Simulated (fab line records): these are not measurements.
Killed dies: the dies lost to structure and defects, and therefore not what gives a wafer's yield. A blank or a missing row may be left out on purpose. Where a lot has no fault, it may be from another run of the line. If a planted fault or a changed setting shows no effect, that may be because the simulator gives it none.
Code-filled problem report in 8D (eight disciplines) form | flow gf180mcu | the parts of the form that need people (team, actions taken, sign-off) are left out

1. WHAT IS WRONG
runLengthS at GF_M2_STRIP_18 reads a mean of 1182 s on 6 wafers of 2 lots; wafers without a fault read 1228 s with a standard deviation of 3.6. That is -13 standard deviations from the usual mean.
The step: strips in post etch residue remover, time 1200 s.
Seen first at day 22 06:26 on wetBench-01, wafer L467.2. The record holds 39 wafers of 13 lots with a number at this step. By rule, "out" or "out of limits" means more than 4 standard deviations away from the usual mean. Any other wafer with a number is counted as sound.

2. WHAT IT IS, WHAT IT ISN'T
question                    | is                     | is not
which readings at this step | runLengthS             | bathHeatDutyPct
which lots                  | L467, L469             | L459, L461, L462, L472, L473, L476, L477, L478, L480, L481, L482
which wafers of those lots  | all that have a number | -
read on which tools         | wetBench-01            | wetBench-02, wetBench-03
when                        | from day 22 06:26      | up to then (9 sound wafers); but 24 sound wafers of L472, L473, L476, L477, L478, L480, L481, L482 came after

3. THE SUSPECTS, EACH WITH WHAT RULES IT OUT
Counting: a tool at any process step up to the reading remains a suspect when it ran all the lots that are out and ran no sound lot after the first of those.
- wetBench-01 at GF_M2_STRIP_18 (strips in post etch residue remover, time 1200 s): ruled out as a lasting fault. Sound lots L478, L480, L481 ran on it after its first lot that is out, L467 (day 22 06:26).
Left after counting: nothing in the record.

4. THE CAUSE (what the simulator had put in)
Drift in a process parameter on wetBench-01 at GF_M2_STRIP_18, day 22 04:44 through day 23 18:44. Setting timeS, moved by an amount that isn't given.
Counting ruled it out, wrongly.

5. SEQUENCE OF EFFECTS, ordered by route
Each row: a reading whose mean over the struck wafers that have a number lies more than 3 standard deviations from the usual. Scope: only readings with a usual standard deviation given in the record; hours: median across lots of the time from each lot's start at the first step in this table that gives one to its start at this step; sigmas: change in usual standard deviations.
hours | step           | reading    | usual  | on struck wafers | change | sigmas
0     | GF_M2_STRIP_18 | runLengthS | 1228 s | 1182             | -46    | -13
Its process steps:
- GF_M2_STRIP_18: strips in post etch residue remover, time 1200 s.

6. WHAT WOULD HAVE CAUGHT IT SOONER
In this record no reading fell out of limits until day 22 06:26, 2 hours after the fault had begun at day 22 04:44.
